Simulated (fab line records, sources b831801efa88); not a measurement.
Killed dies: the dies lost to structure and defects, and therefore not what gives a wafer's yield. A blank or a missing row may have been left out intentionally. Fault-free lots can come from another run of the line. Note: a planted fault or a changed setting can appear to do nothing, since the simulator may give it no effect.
Matching of chambers | flow sky130 | SKY_CONTACT_CMP_27 on cmp-02 has 4 sister chambers
The step polishes, stops on SiO2, t overpolish 15 s, target thk 0 nm. 14 wafers are shown with their chamber, then 7 later ones without.

== WAFERS WITH THEIR CHAMBER ==
wafer  | chamber | motor_current_A (A) | time_to_endpoint_s (s) | overpolish_run_s (s)
L105.2 | 2       | 9.0                 | 87                     | 14.995
L105.3 | 0       | 11.5                | 85                     | 15.011
L105.6 | 0       | 10.9                | 86                     | 15.007
L107.1 | 2       | 9.8                 | 89                     | 15.004
L107.5 | 3       | 11.8                | 86                     | 14.997
L107.6 | 0       | 11.2                | 88                     | 14.999
L113.4 | 2       | 9.3                 | 84                     | 15.000
L113.5 | 0       | 11.2                | 85                     | 15.003
L113.6 | 1       | 11.7                | 79                     | 14.994
L114.1 | 2       | 9.4                 | 87                     | 14.984
L114.5 | 2       | 9.4                 | 85                     | 15.022
L114.6 | 3       | 11.3                | 86                     | 15.013
L115.3 | 0       | 11.5                | 86                     | 14.986
L115.5 | 0       | 12.0                | 92                     | 15.002

SIGNATURES (averages over the wafers above)
reading            | chamber 0 | chamber 1 | chamber 2 | chamber 3 | scatter within a chamber
motor_current_A    | 11.383    | 11.700    | 9.380     | 11.550    | 0.341
time_to_endpoint_s | 87.00     | 79.00     | 86.40     | 86.00     | 2.26
overpolish_run_s   | 15.00133  | 14.99400  | 15.00100  | 15.00500  | 0.0113
Rule: a wafer's distance from a chamber is the root of the sum, over the readings, of the square of ((its reading less the chamber's mean) divided by the reading's scatter). If the next closest chamber is less than 2 further off than the closest, the wafer can't be placed; otherwise it belongs to the closest. The scatter is the square root of a quotient: the sum, over the shown wafers, of each reading's squared deviation from its chamber's mean, divided by wafers minus chambers.

== WAFERS MISSING THEIR CHAMBER ==
wafer  | motor_current_A (A) | time_to_endpoint_s (s) | overpolish_run_s (s)
L115.6 | 12.0                | 88                     | 15.016
L117.3 | 11.5                | 88                     | 14.998
L117.4 | 11.9                | 89                     | 14.989
L117.5 | 11.8                | 86                     | 15.007
L119.3 | 12.0                | 84                     | 14.996
L119.4 | 10.4                | 86                     | 14.995
L119.6 | 11.5                | 80                     | 14.997

== EACH ONE'S CHAMBER ==
wafer  | from the rows above               | in truth
L115.6 | can't be placed: 3 or 0           | 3
L117.3 | can't be placed: 0 or 3           | 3
L117.4 | can't be placed: 0 or 3           | 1
L117.5 | can't be placed: 3 or 0           | 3
L119.3 | can't be placed: 3 or 0 or 1      | 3
L119.4 | can't be placed: 0 or 2 or 3 or 1 | 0
L119.6 | can't be placed: 1 or 3           | 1
Correctly placed: 0 of 7. Can't be placed from these rows: 7 (the true chamber is among the candidates in 6). 0 placed wrongly.
